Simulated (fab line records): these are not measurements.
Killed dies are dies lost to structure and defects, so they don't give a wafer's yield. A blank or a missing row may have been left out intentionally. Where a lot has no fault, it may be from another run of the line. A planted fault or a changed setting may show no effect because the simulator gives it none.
Chamber matching + flow sky130 + SKY_VIA3_ETCH_14 on rie-diel-03: 4 sister chambers
The step etches BARC in N2/H2, stops on SiO2, time 45.9 s, target depth 60 nm. 8 wafers are shown with their chamber, then 9 later ones without.

WAFERS PAIRED WITH THEIR CHAMBERS
| wafer  | chamber | drypump-motor-current-A (A) | oes-product-au (a.u.) |
|--------|---------|-----------------------------|-----------------------|
| L080.5 | 2       | 5.5                         | 0.858                 |
| L082.6 | 1       | 5.8                         | 0.858                 |
| L083.1 | 0       | 5.9                         | 0.854                 |
| L083.2 | 3       | 5.6                         | 0.858                 |
| L083.4 | 1       | 5.8                         | 0.855                 |
| L086.1 | 2       | 5.5                         | 0.861                 |
| L086.2 | 0       | 5.9                         | 0.850                 |
| L086.6 | 3       | 5.5                         | 0.855                 |

WAFERS MISSING THEIR CHAMBER
| wafer  | drypump-motor-current-A (A) | oes-product-au (a.u.) |
|--------|-----------------------------|-----------------------|
| L089.1 | 5.8                         | 0.851                 |
| L089.3 | 5.5                         | 0.852                 |
| L089.5 | 5.5                         | 0.851                 |
| L093.1 | 5.8                         | 0.850                 |
| L093.2 | 5.5                         | 0.854                 |
| L093.3 | 5.9                         | 0.860                 |
| L097.3 | 5.5                         | 0.863                 |
| L097.5 | 5.9                         | 0.853                 |
| L097.6 | 5.8                         | 0.850                 |

WHICH CHAMBER EACH WENT THROUGH
| wafer  | from the rows above     | in truth |
|--------|-------------------------|----------|
| L089.1 | can't be placed: 1 or 0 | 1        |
| L089.3 | can't be placed: 3 or 2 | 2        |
| L089.5 | can't be placed: 3 or 2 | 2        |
| L093.1 | can't be placed: 1 or 0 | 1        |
| L093.2 | can't be placed: 3 or 2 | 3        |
| L093.3 | can't be placed: 1 or 0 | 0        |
| L097.3 | can't be placed: 2 or 3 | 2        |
| L097.5 | 0                       | 0        |
| L097.6 | can't be placed: 1 or 0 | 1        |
1 of 9 placed correctly. From these rows, 8 cannot be placed; in 8 the true chamber is one of the candidates. 0 placed wrongly.
How it was worked out, from the rows above alone: a wafer's distance from a chamber is the root of the sum, over the readings, of the square of ((its reading less the chamber's mean) divided by the reading's scatter). The wafer belongs to the nearest chamber; if the next one is less than 2 further off, it can't be placed. A chamber's mean is the mean of its shown wafers. The scatter: the root of (the sum of the squares of (reading less its chamber's mean) over the shown wafers, divided by (wafers less chambers)).
